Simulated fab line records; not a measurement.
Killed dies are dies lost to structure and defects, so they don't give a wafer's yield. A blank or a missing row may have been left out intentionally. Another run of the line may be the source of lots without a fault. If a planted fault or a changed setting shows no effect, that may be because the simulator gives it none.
fab line records	flow sky130
record lots=7	wafers=21	last-day=50
route steps=708 shown VT_ADJUST_HVTR@135 VT_ADJUST_PCH@143 PAD_OPEN@708
lots that met no fault: from a run of the same line without faults
start-h: hours from the record's opening day to when the first of the lot's shown wafers began	wait-h: hours since the lot's step before	" as in the row above	L1.1+2: several wafers, shown together as one row	- either no value or no given start	* or withheld: withheld	< > ~ a bound
route shown NAME@n: NAME is a module with steps in the file, n the number in the route of the first one	usual: mean and standard deviation over wafers with no fault	same: alike in all rows	chamber/n: place in a boat	sites: readings site by site	_std_site: the standard deviation of these	_edge_site: outer sites' mean less inner sites'	radius-mm: for every site, how far away it sits from the centre of the wafer	mask NAME#n: copy n	behind: tool/chamber where the wafer was last shaped	hold: cause of the lot's hold/its duration in hours/its outcome	device: which transistor (n, p or np) failed to switch	end of line: tests run on the same wafers once the route is complete	where a step has no rows: the recipe by itself	killed: count of dies lost to structure and defects at first sort (not the wafer's yield)	map: a wafer's dies, marking killed ones x, the rest . and places with no die _
set.NAME: setting as actually run; set.NAME@STEP: the setting as run at that earlier step	model.NAME: the simulator's own value behind a step, which no gauge read
lots at some steps of the route; a table a step, a row a wafer
services: from which hour (start-h, from the record's first day; less than 0 if before it) a tool's chamber was out of use, for how many hours, and why
## steps
# step SKY_VT_ADJUST_HVTR_EXPOSE_04
# recipe mask-id=HVTRM	target-cd-nm=380	na=0.6	source-shape=conventional	sigma-outer=0.6	dose-mj=150
# step SKY_VT_ADJUST_HVTR_PEB_05
# recipe temp-c=withheld	time-s=*	resist=NOVOLAK
# step SKY_VT_ADJUST_HVTR_DEVELOP_06
# recipe develop-time-s=60	dev-temp-c=23
# step SKY_VT_ADJUST_HVTR_CD_MEAS_07
# recipe target-cd-nm=380
# usual cd-nm=380.0/2.8
lot.wafer	tool	chamber	start-h	wait-h	cd-nm
L883.1	cd-sem-02	-	260.13	0.1	380.0
L883.3	"	-	"	"	379.7
L883.6	"	-	"	"	382.3
L882.1	cd-sem-02	-	262.45	0.1	374.5
L882.4	"	-	"	"	376.9
L882.5	"	-	"	"	376.9
L889.2	cd-sem-02	-	299.80	0.1	375.0
L889.3	"	-	"	"	374.6
L889.4	"	-	"	"	376.8
L890.2	cd-sem-02	-	307.97	0.1	377.1
L890.3	"	-	"	"	378.4
L890.6	"	-	"	"	378.0
L891.2	cd-sem-02	-	315.60	0.1	380.3
L891.3	"	-	"	"	377.2
L891.6	"	-	"	"	379.9
L892.1	cd-sem-02	-	329.53	0.1	379.9
L892.4	"	-	"	"	382.9
L892.6	"	-	"	"	380.1
L898.2	cd-sem-01	-	372.47	0.1	379.6
L898.3	"	-	"	"	382.8
L898.5	"	-	"	"	381.0
# step SKY_VT_ADJUST_HVTR_OVL_MEAS_08
# usual VT_ADJUST_HVTR_OVL=0.6/1.6
lot.wafer	tool	chamber	start-h	wait-h	VT_ADJUST_HVTR_OVL[nm]
L883.1	overlay-01	-	260.25	0.1	-1.4
L883.3	"	-	"	"	0.8
L883.6	"	-	"	"	-0.5
L882.1	overlay-01	-	262.57	0.1	-0.4
L882.4	"	-	"	"	-0.9
L882.5	"	-	"	"	2.2
L889.2	overlay-01	-	299.91	0.1	1.1
L889.3	"	-	"	"	2.3
L889.4	"	-	"	"	-0.3
L890.2	overlay-02	-	308.07	0.1	1.2
L890.3	"	-	"	"	-1.6
L890.6	"	-	"	"	1.0
L891.2	overlay-01	-	315.71	0.1	1.3
L891.3	"	-	"	"	0.8
L891.6	"	-	"	"	0.3
L892.1	overlay-01	-	329.65	0.1	-1.0
L892.4	"	-	"	"	-1.8
L892.6	"	-	"	"	-1.2
L898.2	overlay-02	-	372.57	0.1	0.5
L898.3	"	-	"	"	0.7
L898.5	"	-	"	"	-0.4
# step SKY_VT_ADJUST_HVTR_IMPLANT_09
# recipe species=B	energy-kev=10	dose-cm2=2.1e+12	tilt-deg=withheld
# step SKY_VT_ADJUST_HVTR_STRIP_10
# recipe chemistry=O2/N2	power-w=1400	pressure-mtorr=1500	platen-temp-c=withheld	o2-flow-sccm=3000	n2-flow-sccm=300	overash-fraction=0.5
# usual drypump-motor-current-A=5.7/0.6	oes-product-au=0.715/0.0045	strip-time-to-endpoint-s=14.19/0.038
lot.wafer	tool	chamber	start-h	wait-h	drypump-motor-current-A	oes-product-au	rf-hours-counter-h	strip-time-to-endpoint-s
L883.1	plasma-asher-03	1	260.44	0.1	5.9	0.723	60	14.18
L883.3	"	1	"	"	5.9	0.720	-	14.21
L883.6	"	0	"	"	4.7	0.710	-	14.18
L882.1	plasma-asher-03	1	262.76	0.1	5.9	0.711	61	14.09
L882.4	"	1	"	"	5.9	0.712	-	14.13
L882.5	"	0	"	"	4.7	0.718	-	14.13
L889.2	plasma-asher-04	0	300.09	0.1	6.0	0.709	18	14.19
L889.3	"	1	"	"	6.5	0.711	-	14.18
L889.4	"	0	"	"	6.0	0.719	-	14.16
L890.2	plasma-asher-03	0	308.25	0.1	4.7	0.711	66	14.19
L890.3	"	1	"	"	5.9	0.706	-	14.14
L890.6	"	0	"	"	4.7	0.708	-	14.16
L891.2	plasma-asher-03	1	315.89	0.1	5.9	0.713	67	14.20
L891.3	"	0	"	"	4.7	0.708	-	14.20
L891.6	"	1	"	"	5.8	0.717	-	14.20
L892.1	plasma-asher-02	1	329.83	0.1	5.2	0.716	70	14.19
L892.4	"	1	"	"	5.2	0.712	-	14.15
L892.6	"	0	"	"	5.6	0.711	-	14.14
L898.2	plasma-asher-04	1	372.75	0.1	6.5	0.708	25	14.29
L898.3	"	0	"	"	6.0	0.718	-	14.24
L898.5	"	1	"	"	6.5	0.717	-	14.26
# step SKY_VT_ADJUST_HVTR_TW_MEAS_11
# usual VT_ADJUST_HVTR_TW=209.4/2.6
lot.wafer	tool	chamber	start-h	wait-h	VT_ADJUST_HVTR_TW
L883.1	film-metro-01	-	260.54	0.1	206.4
L883.3	"	-	"	"	207.5
L883.6	"	-	"	"	207.2
L882.1	film-metro-01	-	262.86	0.1	206.6
L882.4	"	-	"	"	207.7
L882.5	"	-	"	"	206.3
L889.2	film-metro-04	-	300.20	0.1	208.5
L889.3	"	-	"	"	208.7
L889.4	"	-	"	"	207.7
L890.2	film-metro-04	-	308.36	0.1	209.2
L890.3	"	-	"	"	207.2
L890.6	"	-	"	"	208.4
L891.2	film-metro-01	-	316.00	0.1	207.7
L891.3	"	-	"	"	207.6
L891.6	"	-	"	"	208.5
L892.1	film-metro-02	-	329.93	0.1	211.5
L892.4	"	-	"	"	212.6
L892.6	"	-	"	"	211.8
L898.2	film-metro-04	-	372.86	0.1	208.3
L898.3	"	-	"	"	207.6
L898.5	"	-	"	"	207.6
# step SKY_VT_ADJUST_PCH_DEHYDRATE_00
# recipe temp-c=200	time-s=60
# step SKY_VT_ADJUST_PCH_HMDS_01
# recipe prime-time-s=60	prime-temp-c=120
# step SKY_VT_ADJUST_PCH_COAT_02
# recipe spin-rpm=2000	resist-thk-nm=3000
# step SKY_VT_ADJUST_PCH_SOFTBAKE_03
# recipe temp-c=110	time-s=withheld
# step SKY_VT_ADJUST_PCH_EXPOSE_04
# recipe mask-id=NWM	na=0.6	source-shape=conventional	sigma-outer=0.6	polarization=unpolarized	target-cd-nm=840	dose-mj=255
# usual exposure-dose-mJ-cm2=255.01/0.23	focus-offset-nm=0.0/0.55
lot.wafer	tool	chamber	start-h	wait-h	mask	exposure-dose-mJ-cm2	focus-offset-nm	model.VT_ADJUST_PCH.overlay-x-nm
L883.1	iline-stepper-01	0	272.40	-	NWM#0	255.30	-0.3	-1.34
L883.3	"	0	"	"	NWM#0	254.68	0.0	-1.34
L883.6	"	0	"	"	NWM#0	255.36	0.0	-1.34
L882.1	iline-stepper-01	0	274.65	-	NWM#0	254.80	0.3	-0.5913
L882.4	"	0	"	"	NWM#0	255.14	0.5	-0.5913
L882.5	"	0	"	"	NWM#0	255.14	0.0	-0.5913
L889.2	iline-stepper-01	0	312.59	-	NWM#0	254.89	0.6	72.04
L889.3	"	0	"	"	NWM#0	255.15	0.2	72.04
L889.4	"	0	"	"	NWM#0	255.14	0.0	72.04
L890.2	iline-stepper-01	0	320.17	-	NWM#0	255.08	0.9	72.64
L890.3	"	0	"	"	NWM#0	255.12	0.3	72.64
L890.6	"	0	"	"	NWM#0	255.21	0.1	72.64
L891.2	iline-stepper-01	0	328.64	-	NWM#0	255.23	0.3	71.95
L891.3	"	0	"	"	NWM#0	255.23	0.7	71.95
L891.6	"	0	"	"	NWM#0	254.78	0.2	71.95
L892.1	iline-stepper-02	0	342.70	-	NWM#0	254.50	-0.8	-0.5267
L892.4	"	0	"	"	NWM#0	254.47	0.0	-0.5267
L892.6	"	0	"	"	NWM#0	254.94	0.6	-0.5267
L898.2	iline-stepper-02	0	387.29	-	NWM#0	255.09	0.7	-0.9484
L898.3	"	0	"	"	NWM#0	255.38	0.4	-0.9484
L898.5	"	0	"	"	NWM#0	254.79	1.4	-0.9484
# step SKY_VT_ADJUST_PCH_PEB_05
# recipe temp-c=115	time-s=withheld
# step SKY_VT_ADJUST_PCH_DEVELOP_06
# recipe wall-angle-deg=90	developer=TMAH	develop-time-s=60	dev-temp-c=23
# step SKY_VT_ADJUST_PCH_OVL_MEAS_07
# usual VT_ADJUST_PCH_OVL=-0.8/1.3
lot.wafer	tool	chamber	start-h	wait-h	VT_ADJUST_PCH_OVL[nm]
L883.1	overlay-02	-	284.80	-	-2.9
L883.3	"	-	"	"	-2.3
L883.6	"	-	"	"	-2.1
L882.1	overlay-01	-	287.38	-	-1.2
L882.4	"	-	"	"	-1.1
L882.5	"	-	"	"	-3.0
L889.2	overlay-02	-	324.43	-	71.4
L889.3	"	-	"	"	71.2
L889.4	"	-	"	"	71.0
L890.2	overlay-01	-	332.55	-	71.8
L890.3	"	-	"	"	71.5
L890.6	"	-	"	"	73.6
L891.2	overlay-01	-	341.18	-	72.7
L891.3	"	-	"	"	72.1
L891.6	"	-	"	"	70.6
L892.1	overlay-02	-	355.88	-	-0.3
L892.4	"	-	"	"	-1.1
L892.6	"	-	"	"	-0.9
L898.2	overlay-01	-	401.80	-	-1.3
L898.3	"	-	"	"	0.6
L898.5	"	-	"	"	-0.9
# step SKY_VT_ADJUST_PCH_IMPLANT_08
# recipe species=B	energy-kev=10	dose-cm2=5e+11	tilt-deg=withheld
# step SKY_PAD_OPEN_PROBE_99
# usual killed_at_M0_to_M3=43/6.5	killed_at_M4_up=3.3/2	killed-at-contacts=24/5.2	killed-at-front-end=16/4.2	killed-at-other=0.3/0.6	killed-dies=87/9.3	killed-open=47/7.8	killed-short=39/6.2
# same gross-dies=492	killed-at-back-side=0
lot.wafer	tool	chamber	start-h	wait-h	killed_at_M0_to_M3	killed_at_M4_up	killed-at-contacts	killed-at-front-end	killed-at-other	killed-dies	killed-open	killed-short
L882.1	prober-02	-	1118.63	0.1	34	3	25	10	0	72	42	30
L882.4	prober-02	-	1118.78	0.2	48	3	37	15	1	104	53	49
L882.5	prober-02	-	1118.83	0.2	46	5	26	10	1	88	48	40
L890.2	prober-02	-	1150.39	0.1	51	4	29	12	0	96	40	56
L890.3	prober-02	-	1150.44	0.2	45	1	23	25	1	95	54	41
L890.6	prober-02	-	1150.59	0.2	38	4	23	17	0	82	36	45
L891.2	prober-01	-	1160.65	0.1	46	4	24	11	1	86	47	39
L891.3	prober-01	-	1160.70	0.2	47	7	27	13	0	94	50	44
L891.6	prober-01	-	1160.85	0.2	47	3	28	16	0	94	54	40
L892.1	prober-02	-	1177.52	0.1	42	2	25	16	1	86	50	36
L892.4	prober-02	-	1177.67	0.2	55	5	18	11	0	89	43	46
L892.6	prober-02	-	1177.77	0.2	38	10	31	18	0	97	53	42
# killed by level:class
L882.1 LI_CONTACT:geometric-particle:open=10 VIA1:geometric-particle:open=8 CONTACT:geometric-particle:open=6 METAL1:geometric-particle:short=5 FIELD_ISO:geometric-particle:open=4 CONTACT:geometric-particle:short=4 VIA1:geometric-particle:short=4 POLY_GATE:geometric-particle:open=3
L882.4 CONTACT:geometric-particle:open=13 VIA1:geometric-particle:open=9 LI_CONTACT:geometric-particle:open=8 VIA2:geometric-particle:open=7 LOCAL_INTERCONNECT:geometric-particle:short=6 CONTACT:geometric-particle:short=6 METAL1:geometric-particle:short=6 METAL2:geometric-particle:short=6
L882.5 VIA1:geometric-particle:open=13 LI_CONTACT:geometric-particle:open=10 VIA1:geometric-particle:short=7 VIA2:geometric-particle:open=7 METAL4:geometric-particle:short=5 CONTACT:geometric-particle:short=5 METAL2:geometric-particle:open=4 POLY_GATE:geometric-particle:open=4
L890.2 VIA1:geometric-particle:open=12 METAL2:geometric-particle:short=9 METAL1:geometric-particle:short=8 CONTACT:geometric-particle:open=7 VIA3:geometric-particle:open=7 LI_CONTACT:geometric-particle:open=7 CONTACT:geometric-particle:short=6 POLY_GATE:geometric-particle:short=5
L890.3 CONTACT:geometric-particle:open=9 VIA1:geometric-particle:open=9 POLY_GATE:geometric-particle:open=8 METAL1:geometric-particle:short=8 POLY_GATE:geometric-particle:short=7 LI_CONTACT:geometric-particle:open=7 VIA1:geometric-particle:short=5 VIA2:geometric-particle:open=5
L890.6 CONTACT:geometric-particle:open=9 VIA1:geometric-particle:short=8 FIELD_ISO:geometric-particle:short=7 VIA1:geometric-particle:open=7 METAL1:geometric-particle:short=6 LI_CONTACT:geometric-particle:open=5 VIA3:geometric-particle:open=5 METAL2:geometric-particle:short=5
L891.2 VIA1:geometric-particle:open=16 METAL2:geometric-particle:short=12 LI_CONTACT:geometric-particle:open=8 CONTACT:geometric-particle:open=8 FIELD_ISO:geometric-particle:open=5 CONTACT:geometric-particle:short=5 METAL1:geometric-particle:short=5 FIELD_ISO:geometric-particle:short=4
L891.3 CONTACT:geometric-particle:open=11 METAL1:geometric-particle:short=9 VIA1:geometric-particle:open=9 METAL2:geometric-particle:short=9 LI_CONTACT:geometric-particle:short=5 LI_CONTACT:geometric-particle:open=5 LOCAL_INTERCONNECT:geometric-particle:short=5 VIA2:geometric-particle:open=5
L891.6 CONTACT:geometric-particle:open=14 VIA1:geometric-particle:open=8 VIA2:geometric-particle:open=7 VIA1:geometric-particle:short=7 LI_CONTACT:geometric-particle:open=6 VIA3:geometric-particle:open=6 VIA2:geometric-particle:short=6 POLY_GATE:geometric-particle:open=5
L892.1 VIA1:geometric-particle:open=10 VIA3:geometric-particle:open=8 CONTACT:geometric-particle:open=7 CONTACT:geometric-particle:short=7 LI_CONTACT:geometric-particle:open=6 VIA1:geometric-particle:short=6 FIELD_ISO:geometric-particle:open=5 POLY_GATE:geometric-particle:short=5
L892.4 METAL2:geometric-particle:short=11 VIA1:geometric-particle:open=9 VIA2:geometric-particle:open=9 METAL1:geometric-particle:short=7 VIA1:geometric-particle:short=6 LOCAL_INTERCONNECT:geometric-particle:short=5 CONTACT:geometric-particle:open=5 FIELD_ISO:geometric-particle:short=4
L892.6 VIA1:geometric-particle:open=15 CONTACT:geometric-particle:open=10 LI_CONTACT:geometric-particle:open=9 METAL4:geometric-particle:short=8 POLY_GATE:geometric-particle:short=5 CONTACT:geometric-particle:short=5 POLY_GATE:geometric-particle:open=4 LOCAL_INTERCONNECT:geometric-particle:short=4
## services
tool	chamber	start-h	hours	kind
iline-stepper-02	-	255.25	4.4	pm
iline-stepper-02	-	307.92	9.1	repair
plasma-asher-02	-	318.86	2.8	repair
plasma-asher-04	-	320.73	2.9	repair
plasma-asher-04	-	350.92	3.7	repair
iline-stepper-01	-	354.36	-	calibration
iline-stepper-02	0	367.22	-	calibration
iline-stepper-01	-	378.43	2.1	pm
iline-stepper-01	-	380.52	-	consumable-replace:lamp
## key
first-sign step=SKY_VT_ADJUST_PCH_OVL_MEAS_07	reading=VT_ADJUST_PCH_OVL	direction=up	sigmas=58	usual=-0.8	struck=71.8
effect none on later readings
model-effect step=SKY_VT_ADJUST_PCH_EXPOSE_04	value=VT_ADJUST_PCH.overlay-x-nm	without=0.338	struck=72.21
met-at SKY_VT_ADJUST_PCH_EXPOSE_04
struck-wafers L889.2,L889.3,L889.4,L890.2,L890.3,L890.6,L891.2,L891.3,L891.6
tester-left-out L889,L890,L891
onset-between 274.65 312.59
fault kind=scanner-matching-overlay	tool=iline-stepper-01	chamber=-	onset-h=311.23	steps=SKY_VT_ADJUST_PCH_EXPOSE_04	offset=71.873
# tester-left-out: of these lots the tester's yield and bins aren't shown, on N5 and GAA mostly nor the transistor test; their killed dies are dies lost to structure and defects alone, not to doping, threshold or leakage, so they don't give the yield
